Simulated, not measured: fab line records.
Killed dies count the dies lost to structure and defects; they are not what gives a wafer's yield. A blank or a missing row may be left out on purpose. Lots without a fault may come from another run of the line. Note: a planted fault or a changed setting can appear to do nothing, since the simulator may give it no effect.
Which of the tools did it? | flow gf180mcu | 6 lots with 18 wafers sampled at 3 steps, on a route of 602 steps

== WHAT THE GAUGES READ, wafer by wafer ==
GF_VT_IMPLANT_RS_MEAS_49: a four-point-probe measurement.
lot  | measured     | on            | MVPSD_RS (ohm/sq)
L750 | day 8 04:19  | film metro-03 | 1167.7 1163.5 1165.2
L752 | day 8 18:35  | film metro-02 | 1169.9 1169.3 1170.2
L757 | day 10 04:55 | film metro-03 | 1171.7 1169.2 1170.6
L762 | day 11 12:33 | film metro-03 | 1103.6 1103.4 1104.6
L765 | day 12 08:26 | film metro-02 | 1169.5 1169.5 1172.0
L770 | day 13 17:39 | film metro-03 | 1169.1 1168.8 1169.1

== EACH LOT AND THE TOOL THAT RAN IT (in order: tool; ch and the chambers of the sampled wafers; start) ==
lot  | GF_STI_CMP_25                | GF_MVPSD_IMPLANT_09
L750 | cmp-02 ch 1,3, day 2 13:53   | implanter-03 ch 0, day 5 12:37
L752 | cmp-02 ch 0,1,2, day 3 00:26 | implanter-01 ch 0, day 5 23:55
L757 | cmp-02 ch 0,2,3, day 4 02:25 | implanter-02 ch 0, day 7 08:14
L762 | cmp-02 ch 0,1,3, day 5 04:41 | implanter-02 ch 0, day 8 13:28
L765 | cmp-01 ch 2,3, day 5 19:53   | implanter-01 ch 0, day 9 07:25
L770 | cmp-02 ch 1,3, day 6 21:47   | implanter-01 ch 0, day 10 12:41
- GF_STI_CMP_25: polishes, stops on Si3N4, t overpolish 33 s, target thk 524.6 nm.
- GF_MVPSD_IMPLANT_09

== THE ANSWER, worked out from the rows above alone ==
Rule: the usual values come from the lots themselves. Put in order of their means at a reading, lots are off if they are a third of the lots or fewer, leave a main group of 4 or more, and stand apart from it by a gap of 3 or more times the standard deviation of the main group's means; of several such gaps the widest counts. If all means in a main group match to the digits the tables above print for the reading, that group is not used. Also off: a lot with no number at a reading for which 4 or more lots have one. Where the step has rows for the other lots, those lots are counted as sound.
Off: at GF_VT_IMPLANT_RS_MEAS_49 (MVPSD_RS), L762. The main group: mean 1169.0 ohm/sq, standard deviation 1.9.
If a tool, at a process step before that reading, ran all the lots that are off and no sound lot after the first of them, it fits. Those tools and the gauges at GF_VT_IMPLANT_RS_MEAS_49 are tried in the same way. One fits: implanter-02 at GF_MVPSD_IMPLANT_09. A fault onset in the window from L757 (day 7 08:14, its last sound lot) to L762 (day 8 13:28, its first lot off) fits.

== WHAT HAD BEEN PUT IN BY THE SIMULATOR ==
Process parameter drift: implanter-02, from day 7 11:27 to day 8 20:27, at GF_MVPSD_IMPLANT_09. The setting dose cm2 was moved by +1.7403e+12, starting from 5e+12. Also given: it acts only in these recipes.
Struck lots among those shown: L762. The rule above found the same.
